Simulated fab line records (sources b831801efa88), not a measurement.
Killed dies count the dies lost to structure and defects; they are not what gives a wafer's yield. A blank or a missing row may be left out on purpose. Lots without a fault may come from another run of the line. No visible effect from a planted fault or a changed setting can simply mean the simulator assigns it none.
Which tool is to blame? ; flow sky130 ; Sampling: 12 lots, 36 wafers, 5 of 708 route steps

WHAT THE GAUGES READ, wafer by wafer
SKY_POLY_GATE_THK_MEAS_21. Usual: POLY_GATE_OXIDATION_THK typically reads 3.99 nm, with standard deviation 0.1.
lot;measured;on;POLY_GATE_OXIDATION_THK (nm);flag
L471;day 16 10:31;film metro-02;4.21 4.24 4.15;
L472;day 16 18:22;film metro-03;3.96 3.93 3.83;
L477;day 18 11:26;film metro-02;3.84 3.85 3.89;
L479;day 19 12:26;film metro-03;3.91 3.97 3.99;
L487;day 22 14:46;film metro-04;4.05 4.04 4.08;
L489;day 23 11:10;film metro-02;4.22 4.10 4.16;
L488;day 23 13:44;film metro-02;3.99 4.04 4.00;
L490;day 23 22:50;film metro-02;3.89 3.92 3.85;
L491;day 24 00:01;film metro-02;3.93 4.00 3.94;
L492;day 24 09:26;film metro-03;4.19 4.05 4.01;
L493;day 24 14:20;film metro-02;4.01 4.04 3.95;
L494;day 24 17:13;film metro-02;4.08 4.07 4.08;

SKY_POLY_GATE_CD_MEAS_22. Usual: cd nm reads 149.7 nm (standard deviation 1.9).
lot;measured;on;cd nm (nm);flag
L471;day 16 10:35;cd sem-02;148.4 148.4 150.1;
L472;day 16 18:26;cd sem-01;148.8 152.0 149.6;
L477;day 18 11:30;cd sem-02;148.8 148.9 150.7;
L479;day 19 12:31;cd sem-01;145.5 146.8 149.0;
L487;day 22 14:49;cd sem-02;147.7 149.7 147.5;
L489;day 23 11:15;cd sem-01;150.2 148.0 150.6;
L488;day 23 13:49;cd sem-01;146.9 149.0 147.0;
L490;day 23 22:53;cd sem-01;151.4 150.0 153.0;
L491;day 24 00:07;cd sem-02;147.9 147.8 146.7;
L492;day 24 09:29;cd sem-02;151.8 150.3 152.2;
L493;day 24 14:23;cd sem-01;147.9 151.7 150.1;
L494;day 24 17:18;cd sem-02;147.0 150.4 150.0;

SKY_LDD_HVN_TW_MEAS_10. Usual: LDD_HVN_TW typically reads 1424, with standard deviation 11.
lot;measured;on;LDD_HVN_TW;flag
L471;day 20 05:07;film metro-02;1429 1423 1425;
L472;day 20 13:17;film metro-03;1441 1450 1442;
L477;day 22 08:58;film metro-02;1421 1418 1419;
L479;day 23 09:32;film metro-02;1419 1419 1422;
L487;day 26 10:25;film metro-02;1407 1410 1407;
L489;day 27 03:43;film metro-04;1427 1430 1429;
L488;day 27 07:13;film metro-02;1419 1429 1415;
L490;day 27 16:31;film metro-02;1426 1424 1419;
L491;day 27 17:23;film metro-04;1426 1418 1429;
L492;day 28 02:55;film metro-04;1419 1418 1420;
L493;day 28 07:46;film metro-02;1425 1425 1419;
L494;day 28 10:29;film metro-02;1423 1427 1424;

SKY_SPACER_THK_MEAS_01. Usual: SPACER_CVD_00_THK typically reads 42.7 nm, with standard deviation 0.34.
lot;measured;on;SPACER_CVD_00_THK (nm);flag
L471;day 22 19:44;film metro-02;42.6 42.9 42.6;
L472;day 23 04:49;film metro-01;43.1 42.9 42.8;
L477;day 24 23:31;film metro-01;42.8 42.8 43.1;
L479;day 25 23:20;film metro-01;25.6 25.8 25.8;OFF
L487;day 28 21:44;film metro-04;43.1 43.1 43.2;
L489;day 29 14:06;film metro-02;42.4 41.7 42.3;
L488;day 29 18:25;film metro-01;42.9 43.5 43.1;
L490;day 30 02:46;film metro-02;43.0 43.0 43.1;
L491;day 30 05:01;film metro-04;42.6 42.8 42.7;
L492;day 30 12:10;film metro-02;42.9 43.1 43.4;
L493;day 30 17:50;film metro-04;42.8 43.1 42.9;
L494;day 30 20:34;film metro-04;42.5 42.8 42.4;

WHAT TOOL EACH LOT RAN ON (gives the tool, then ch and the chambers of the sampled wafers, and finally the start)
lot;SKY_SPACER_CVD_00
L471;lpcvd-02 ch 0, day 22 18:32
L472;lpcvd-02 ch 0, day 23 03:37
L477;lpcvd-02 ch 1, day 24 22:18
L479;lpcvd-02 ch 0, day 25 22:08
L487;lpcvd-02 ch 1, day 28 20:32
L489;lpcvd-02 ch 1, day 29 12:53
L488;lpcvd-02 ch 0, day 29 17:12
L490;lpcvd-02 ch 1, day 30 01:33
L491;lpcvd-02 ch 0, day 30 03:49
L492;lpcvd-02 ch 1, day 30 10:58
L493;lpcvd-02 ch 0, day 30 16:38
L494;lpcvd-02 ch 0, day 30 19:21
- SKY_SPACER_CVD_00: deposits Si3N4 from DCS/NH3, target thk 43.1 nm, time 740 s.

AS READ BY THE TOOLS THEMSELVES (means over the sampled wafers that have a number; for cases with no such wafer, the mark the record gives instead)
SKY_SPACER_CVD_00. Usual: spike tc centre C 771.0 C, standard deviation 1; zone power upper pct 13.9 %, standard deviation 1.9.
lot;tool;spike tc centre C (C);zone power upper pct (%);flag
L471;lpcvd-02;771.5;12.3;
L472;lpcvd-02;771.1;12.2;
L477;lpcvd-02;770.0;16.0;
L479;lpcvd-02;770.5;12.1;
L487;lpcvd-02;771.2;16.1;
L489;lpcvd-02;770.7;16.0;
L488;lpcvd-02;770.8;12.2;
L490;lpcvd-02;770.3;16.1;
L491;lpcvd-02;772.3;12.2;
L492;lpcvd-02;770.8;16.0;
L493;lpcvd-02;771.4;12.3;
L494;lpcvd-02;771.2;12.2;

THE ANSWER, worked out from the rows above alone
Rule: lot off if the mean of its wafers having a number is beyond 3 standard deviations from the usual mean. Also off: a lot with no number at a reading for which 4 or more lots have one. The other lots that the step has rows for count as sound. After the gauges, taken in route order, come the tools' own readings; for these a lot's mean is taken, as printed above. At the first step where some lot is off, the reading lying furthest off is the one used; lots without a number count as furthest.
Off: L479, seen at SKY_SPACER_THK_MEAS_01 (SPACER_CVD_00_THK).
If a tool, at a process step before that reading, ran all the lots that are off and no sound lot after the first of them, it fits. Gauges at SKY_SPACER_THK_MEAS_01: tried the same way as those tools. Of those tried, none fits.

WHAT THE SIMULATOR PUT IN
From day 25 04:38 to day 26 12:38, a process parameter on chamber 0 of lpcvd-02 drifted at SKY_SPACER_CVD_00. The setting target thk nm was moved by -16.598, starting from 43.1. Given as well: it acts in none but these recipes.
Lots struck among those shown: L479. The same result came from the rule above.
